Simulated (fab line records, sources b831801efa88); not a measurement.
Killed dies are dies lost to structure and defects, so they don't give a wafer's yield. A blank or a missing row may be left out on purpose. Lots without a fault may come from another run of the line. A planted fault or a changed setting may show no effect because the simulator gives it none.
One fault seen from 2 desks | flow gf180mcu | each desk has only its own numbers; what lay behind them comes last

THE METROLOGY DESK
What the gauges read, lot by lot, whatever tool the lot ran on: means of the sampled wafers that have a number. A lot is out of limits, marked OUT, if its mean lies more than 4 standard deviations from the usual mean; the brackets give that distance.
Columns: A = HV_LDD_CVD_56_THK at GF_HV_LDD_THK_MEAS_57, usual 90.0 nm; B = cd_nm at GF_SAB_CD_MEAS_09, usual 420.9 nm
lot  | first seen here | A    | B
L884 | day 12 16:13    | 89.6 | 418.9
L885 | day 13 00:35    | 89.5 | 422.1
L886 | day 13 04:14    | 88.6 | 424.0
L887 | day 13 16:43    | 91.4 | 421.4
L888 | day 13 20:22    | 90.8 | 419.9
L889 | day 13 23:42    | 90.6 | 421.8
L891 | day 14 15:55    | 90.8 | 421.1
L892 | day 15 05:17    | 89.4 | 417.6
L895 | day 16 02:25    | 88.9 | 418.1
L904 | day 19 03:23    | 90.0 | 422.2
L905 | day 19 10:20    | 88.3 | 420.0
L906 | day 19 20:57    | 90.9 | 422.7
L907 | day 20 11:47    | 89.5 | 421.6
This desk's finding: nothing out of limits on any of the 13 lots.

THE TOOL OWNER'S DESK: rie_diel-04
The tool's own readings at GF_SAB_ETCH_11 (etches SiO2 in C4F8/O2/Ar, target depth 55 nm, time 8.5 s): means of the sampled wafers that have a number, for each lot that ran on this tool. A lot is out of limits, marked OUT, if its mean lies more than 4 standard deviations from the usual mean; the brackets give that distance.
Columns: A = bias_w at GF_SAB_ETCH_11, usual 1200 W; B = oes_product_au at GF_SAB_ETCH_11, usual 0.998 a.u.
lot  | first seen here | A               | B
L888 | day 16 18:12    | 1201            | 1.002
L891 | day 17 12:35    | 1201            | 0.994
L892 | day 18 02:17    | 1200            | 1.005
L895 | day 19 02:11    | 1229 (+7.6) OUT | 1.008
This desk's finding: out of limits on L895; first on L895, day 19 02:11 (bias_w at GF_SAB_ETCH_11). In limits: L888, L891, L892.

PUT TOGETHER
The tool owner's desk could have raised an alarm at day 19 02:11, on L895.
The metrology desk saw nothing out of limits.
The metrology desk has L895 on record, within its limits.
Of the lots named, all ran GF_SAB_ETCH_11 on rie_diel-04.

WHAT THE SIMULATOR HAD PUT IN
Process parameter drift: rie_diel-04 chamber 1, from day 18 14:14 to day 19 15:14, at GF_SAB_ETCH_11. Setting bias_w, moved by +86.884, from 1200. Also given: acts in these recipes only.
Lots struck among those shown: L895.
Hours from the fault's start to each desk's first reading out of limits: the tool owner's desk, 12.
